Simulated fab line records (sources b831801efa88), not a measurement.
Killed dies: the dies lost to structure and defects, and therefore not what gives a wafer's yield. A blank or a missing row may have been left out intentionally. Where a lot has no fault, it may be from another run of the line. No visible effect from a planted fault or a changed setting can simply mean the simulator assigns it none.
Which of the tools did it?	flow gf180mcu	14 lots, 42 wafers sampled, at 5 steps of a route of 602

## WHAT THE GAUGES SHOWED, per wafer
GF_MVPSD_OVL_MEAS_07. Usual: MVPSD_OVL -1.0 nm, standard deviation 1.2.
lot	measured	on	MVPSD_OVL (nm)	flag
L809	day 4 23:37	overlay-01	-1.6 0.2 -0.6	
L810	day 5 08:25	overlay-02	-2.5 -2.3 -1.8	
L811	day 5 12:29	overlay-02	-0.9 -2.1 -2.6	
L812	day 5 17:32	overlay-01	1.0 -0.4 -0.6	
L818	day 7 04:55	overlay-01	-1.9 -1.8 -1.5	
L819	day 7 09:55	overlay-02	-1.2 -1.7 -2.3	
L820	day 7 19:35	overlay-02	-0.9 -1.1 -0.4	
L821	day 7 23:09	overlay-02	1.0 0.9 0.8	
L822	day 8 04:04	overlay-02	-2.1 -3.9 -1.2	
L823	day 8 09:25	overlay-02	-1.5 -1.3 -3.3	
L824	day 8 17:04	overlay-01	0.9 0.4 0.1	
L830	day 10 18:40	overlay-02	-2.0 -1.7 -1.4	
L831	day 10 19:24	overlay-02	0.6 -1.0 -0.3	
L832	day 11 08:12	overlay-01	-0.7 0.9 1.2	

GF_VT_IMPLANT_OVL_MEAS_07. Usual: VT_IMPLANT_OVL -0.3 nm, standard deviation 1.5.
lot	measured	on	VT_IMPLANT_OVL (nm)	flag
L809	day 5 14:02	overlay-02	-2.0 -2.8 -1.3	
L810	day 5 22:56	overlay-02	-1.7 -1.3 -0.5	
L811	day 6 03:02	overlay-02	-3.0 -2.1 -1.6	
L812	day 6 08:01	overlay-01	0.7 0.8 0.6	
L818	day 7 20:01	overlay-01	1.2 0.8 0.4	
L819	day 8 00:56	overlay-02	-108.1 -108.8 -108.0 -107.7 -109.1 -107.7	OFF
L820	day 8 10:56	overlay-02	-107.8 -107.8 -107.3 -108.6 -108.4 -107.8	OFF
L821	day 8 14:46	overlay-01	-106.9 -106.7 -107.2 -106.9 -106.5 -107.5	OFF
L822	day 8 20:53	overlay-02	-2.9 -0.6 -1.0	
L823	day 9 02:20	overlay-01	0.7 -1.3 0.8	
L824	day 9 10:08	overlay-01	0.4 -0.3 0.3	
L830	day 11 12:49	overlay-01	-1.2 -2.2 -1.6	
L831	day 11 13:43	overlay-01	-3.5 -1.5 -3.8	
L832	day 12 03:25	overlay-01	1.4 0.5 -0.5	

GF_DUAL_GATE_OVL_MEAS_11. Usual: DUAL_GATE_OVL 0.6 nm, standard deviation 1.4.
lot	measured	on	DUAL_GATE_OVL (nm)	flag
L809	day 8 09:26	overlay-01	0.9 0.9 1.0	
L810	day 8 17:43	overlay-02	1.0 1.3 0.5	
L811	day 8 19:58	overlay-01	-0.3 0.6 -0.3	
L812	day 9 01:14	overlay-02	1.1 0.2 0.5	
L818	day 10 17:37	overlay-01	0.3 0.0 0.7	
L822	day 12 01:07	overlay-01	1.0 2.4 0.3	
L823	day 12 06:29	overlay-02	1.2 2.6 1.7	
L824	day 12 12:29	overlay-01	0.4 -0.4 0.3	
L830	day 15 01:16	overlay-01	4.2 3.0 3.3	
L831	day 15 05:34	overlay-02	-0.4 -0.1 1.6	
L832	day 15 14:34	overlay-02	-2.0 -1.7 -1.0	

GF_POLY_GATE_OVL_MEAS_11. Usual: POLY_GATE_OVL 0 nm, standard deviation 4.7.
lot	measured	on	POLY_GATE_OVL (nm)	flag
L809	day 9 04:53	overlay-02	8 2 -1	
L810	day 9 15:04	overlay-02	1 0 0	
L811	day 9 17:00	overlay-01	-2 1 1	
L812	day 9 22:29	overlay-02	-1 0 -5	
L818	day 11 19:47	overlay-01	-5 -1 -5	
L822	day 13 01:26	overlay-02	2 5 7	
L823	day 13 06:35	overlay-02	0 4 8	
L824	day 13 12:20	overlay-02	3 9 8	
L830	day 16 02:58	overlay-01	2 4 5	
L831	day 16 06:25	overlay-01	5 -2 6	
L832	day 16 16:05	overlay-02	2 5 2	

## WHICH TOOL RAN EACH LOT (tool, then ch and the chambers of the sampled wafers, then the start)
lot	GF_VT_IMPLANT_EXPOSE_04
L809	iline_stepper-02 ch 0, day 5 07:28
L810	iline_stepper-02 ch 0, day 5 15:28
L811	iline_stepper-01 ch 0, day 5 19:50
L812	iline_stepper-01 ch 0, day 6 01:04
L818	iline_stepper-01 ch 0, day 7 12:26
L819	iline_stepper-01 ch 0, day 7 17:38
L820	iline_stepper-01 ch 0, day 8 03:22
L821	iline_stepper-01 ch 0, day 8 07:13
L822	iline_stepper-02 ch 0, day 8 12:56
L823	iline_stepper-02 ch 0, day 8 18:17
L824	iline_stepper-02 ch 0, day 9 01:50
L830	iline_stepper-02 ch 0, day 11 04:35
L831	iline_stepper-02 ch 0, day 11 05:13
L832	iline_stepper-02 ch 0, day 11 17:55
- GF_VT_IMPLANT_EXPOSE_04: exposes mask LVPWELL LV AREA, target cd 600 nm.

## AS READ BY THE TOOLS THEMSELVES (means over the sampled wafers that have a number; for cases with no such wafer, the mark the record gives instead)
GF_VT_IMPLANT_EXPOSE_04. Usual: reticle_temp_C at 22.96 C, with a standard deviation of 0.11.
lot	tool	reticle_temp_C (C)	flag
L809	iline_stepper-02	22.93	
L810	iline_stepper-02	22.93	
L811	iline_stepper-01	22.96	
L812	iline_stepper-01	22.92	
L818	iline_stepper-01	23.00	
L819	iline_stepper-01	22.95	
L820	iline_stepper-01	23.02	
L821	iline_stepper-01	22.97	
L822	iline_stepper-02	23.00	
L823	iline_stepper-02	23.06	
L824	iline_stepper-02	22.89	
L830	iline_stepper-02	22.83	
L831	iline_stepper-02	23.04	
L832	iline_stepper-02	23.13	

## THE ANSWER, worked out from the rows above alone
Rule: lot off if the mean of its wafers having a number is beyond 3 standard deviations from the usual mean. Also off: a lot with no number at a reading for which 4 or more lots have one. All remaining lots with rows at the step are treated as sound. Order of review: gauges by route order, followed by the tools' own readings, for which a lot's mean as printed above is used. At the first step where some lot is off, the reading lying furthest off is the one used; lots without a number count as furthest.
Off: at GF_VT_IMPLANT_OVL_MEAS_07 (VT_IMPLANT_OVL), L819, L820, L821.
A tool fits if, at a process step before that reading, it ran every lot that is off, and no sound lot after the first of them. Gauges at GF_VT_IMPLANT_OVL_MEAS_07: tried the same way as those tools. One fits: iline_stepper-01 at GF_VT_IMPLANT_EXPOSE_04. A fault onset in the window from L818 (day 7 12:26, its last sound lot) to L819 (day 7 17:38, its first lot off) fits.

## WHAT THE SIMULATOR PUT IN
Scanner matching overlay: iline_stepper-01, from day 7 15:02 on, at GF_VT_IMPLANT_EXPOSE_04. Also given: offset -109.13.
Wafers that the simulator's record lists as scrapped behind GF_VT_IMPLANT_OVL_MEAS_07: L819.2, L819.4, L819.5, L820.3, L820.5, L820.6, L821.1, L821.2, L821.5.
Struck lots among those shown: L819, L820, L821. The rule above reached the same finding.
